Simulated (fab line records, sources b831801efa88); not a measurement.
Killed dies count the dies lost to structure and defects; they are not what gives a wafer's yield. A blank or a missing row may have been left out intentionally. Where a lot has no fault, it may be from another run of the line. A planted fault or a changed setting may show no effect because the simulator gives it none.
What tool caused it? ; flow gf180mcu ; route of 602 steps, sampled at 1 step: 7 lots, 20 wafers

== WHAT EACH GAUGE READ, for each wafer ==
GF_POLY_GATE_THK_MEAS_01.
lot;measured;on;POLY_GATE_CVD_00_THK (nm)
L944;day 8 20:16;film_metro-04;201.7 199.5 201.5
L948;day 9 22:53;film_metro-02;200.1 199.2 198.8
L953;day 11 12:22;film_metro-03;201.9 201.6 202.1
L955;day 12 00:47;film_metro-03;200.6 202.5 203.4
L961;day 13 18:43;film_metro-03;198.1 199.0 197.1
L963;day 14 07:24;film_metro-02;196.0 196.9
L966;day 15 03:14;film_metro-04;198.8 199.6 200.9

== EACH LOT AND THE TOOL THAT RAN IT (in order: tool; ch and the chambers of the sampled wafers; start) ==
The record shows no process step preceding these readings.

== THE ANSWER, worked out from the rows above alone ==
Rule: usual is defined by the lots themselves. Put in order of their means at a reading, lots are off if they are a third of the lots or fewer, leave a main group of 4 or more, and stand apart from it by a gap of 3 or more times the standard deviation of the main group's means; of several such gaps the widest counts. If all means in a main group match to the digits the tables above print for the reading, that group is not used. Also off: a lot with no number at a reading for which 4 or more lots have one. All remaining lots with rows at the step are treated as sound.
Nothing can be told from this: no lot is off at any reading shown.

== WHAT THE SIMULATOR HAD PUT IN ==
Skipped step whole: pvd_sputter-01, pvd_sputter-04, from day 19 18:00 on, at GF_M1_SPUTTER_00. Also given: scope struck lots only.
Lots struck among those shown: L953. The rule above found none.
